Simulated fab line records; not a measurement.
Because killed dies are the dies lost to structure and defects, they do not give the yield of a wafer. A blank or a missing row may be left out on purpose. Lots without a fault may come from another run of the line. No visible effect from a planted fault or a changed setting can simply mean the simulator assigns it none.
Matching of chambers | flow sky130 | SKY_PASSIVATION_ETCH_11 on rie diel-03 has 4 sister chambers
The step etches the open film in CF4/O2, stops on AlCu, target depth 725 nm, time 161.1 s. 8 wafers are shown with their chamber, then 12 later ones without.

## WAFERS, EACH WITH ITS CHAMBER
wafer  | chamber | drypump motor current A (A) | throttle valve pct (%)
L085.2 | 1       | 5.3                         | 5.975
L085.4 | 2       | 6.4                         | 5.962
L086.1 | 1       | 5.2                         | 5.976
L086.2 | 3       | 5.4                         | 5.955
L086.5 | 3       | 5.3                         | 5.960
L087.1 | 0       | 6.0                         | 5.969
L087.3 | 2       | 6.4                         | 5.949
L087.5 | 0       | 6.0                         | 5.975

## WAFERS WITH NO CHAMBER GIVEN
wafer  | drypump motor current A (A) | throttle valve pct (%)
L090.1 | 6.0                         | 5.962
L090.3 | 5.2                         | 5.965
L090.6 | 6.3                         | 5.957
L093.1 | 6.4                         | 5.960
L093.3 | 5.2                         | 5.959
L093.4 | 6.0                         | 5.969
L092.1 | 6.0                         | 5.959
L092.4 | 6.4                         | 5.972
L092.5 | 5.2                         | 5.986
L095.1 | 6.3                         | 5.959
L095.3 | 6.0                         | 5.963
L095.5 | 5.4                         | 5.959

## EACH ONE'S CHAMBER
wafer  | from the rows above     | in truth
L090.1 | 0                       | 0
L090.3 | can't be placed: 1 or 3 | 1
L090.6 | 2                       | 2
L093.1 | 2                       | 2
L093.3 | can't be placed: 3 or 1 | 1
L093.4 | 0                       | 0
L092.1 | 0                       | 0
L092.4 | 2                       | 2
L092.5 | 1                       | 1
L095.1 | 2                       | 2
L095.3 | 0                       | 0
L095.5 | 3                       | 3
Correctly placed: 10 of 12. These rows do not allow placing 2 (true chamber among the candidates in 2). 0 placed wrongly.
How it was worked out, from the rows above alone: a wafer's distance from a chamber is the root of the sum, over the readings, of the square of ((its reading less the chamber's mean) divided by the reading's scatter). If the next closest chamber is less than 2 further off than the closest, the wafer can't be placed; otherwise it belongs to the closest. The mean given for a chamber averages the wafers shown for that chamber. How the scatter is found: for the shown wafers, subtract from each reading the mean of its chamber, square and add these, divide the total by (wafers less chambers), then take the root.
